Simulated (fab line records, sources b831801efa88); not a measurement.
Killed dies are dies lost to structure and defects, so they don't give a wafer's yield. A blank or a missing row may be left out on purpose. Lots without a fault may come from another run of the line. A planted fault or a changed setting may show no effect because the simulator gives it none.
Which tool did it? | flow gf180mcu | 14 lots, 42 wafers sampled, at 1 step of a route of 602

WHAT THE GAUGES READ, wafer by wafer
GF_M4_RS_MEAS_05: measures by four-point-probe. Usual: M4_ALCU_RS 0.0696 ohm/sq, standard deviation 0.00072.
lot  | measured     | on            | M4_ALCU_RS (ohm/sq)  | flag
L302 | day 22 08:45 | film_metro-04 | 0.0697 0.0691 0.0695 |
L304 | day 22 20:02 | film_metro-01 | 0.0683 0.0688 0.0690 |
L305 | day 23 11:15 | film_metro-04 | 0.0685 0.0703 0.0691 |
L306 | day 24 04:01 | film_metro-01 | 0.0688 0.0703 0.0686 |
L309 | day 25 23:10 | film_metro-04 | 0.0714 0.0701 0.0710 |
L310 | day 25 23:30 | film_metro-01 | 0.0700 0.0702 0.0705 |
L314 | day 26 18:42 | film_metro-04 | 0.0700 0.0700 0.0704 |
L316 | day 27 01:09 | film_metro-01 | 0.0703 0.0690 0.0697 |
L315 | day 27 01:31 | film_metro-02 | 0.0691 0.0690 0.0691 |
L318 | day 27 21:20 | film_metro-01 | 0.0692 0.0700 0.0695 |
L320 | day 28 03:19 | film_metro-01 | 0.0695 0.0688 0.0699 |
L323 | day 28 19:40 | film_metro-02 | 0.0702 0.0704 0.0691 |
L324 | day 29 01:07 | film_metro-04 | 0.0683 0.0689 0.0689 |
L325 | day 29 09:44 | film_metro-04 | 0.0694 0.0702 0.0696 |

WHICH TOOL RAN EACH LOT (tool, then ch and the chambers of the sampled wafers, then the start)
The record holds no process step before these readings.

WHAT THE TOOLS THEMSELVES READ (means of the sampled wafers that have a number; where no wafer has one, the mark that the record gives instead)
The record holds no such reading with a usual standard deviation.

THE ANSWER, worked out from the rows above alone
Rule: a lot is off if the mean of its wafers that have a number lies more than 3 standard deviations from the usual mean. A lot without any number at a reading at which 4 lots or more have one is off too. The other lots that the step has rows for count as sound. The gauges are gone through in route order, then the tools' own readings, and for those a lot's mean is taken as printed above. The first step at which some lot is off is used, and at that step the reading that is off furthest; a lot without a number counts as furthest.
No lot is off at any reading shown: from this, nothing can be told.

WHAT THE SIMULATOR HAD PUT IN
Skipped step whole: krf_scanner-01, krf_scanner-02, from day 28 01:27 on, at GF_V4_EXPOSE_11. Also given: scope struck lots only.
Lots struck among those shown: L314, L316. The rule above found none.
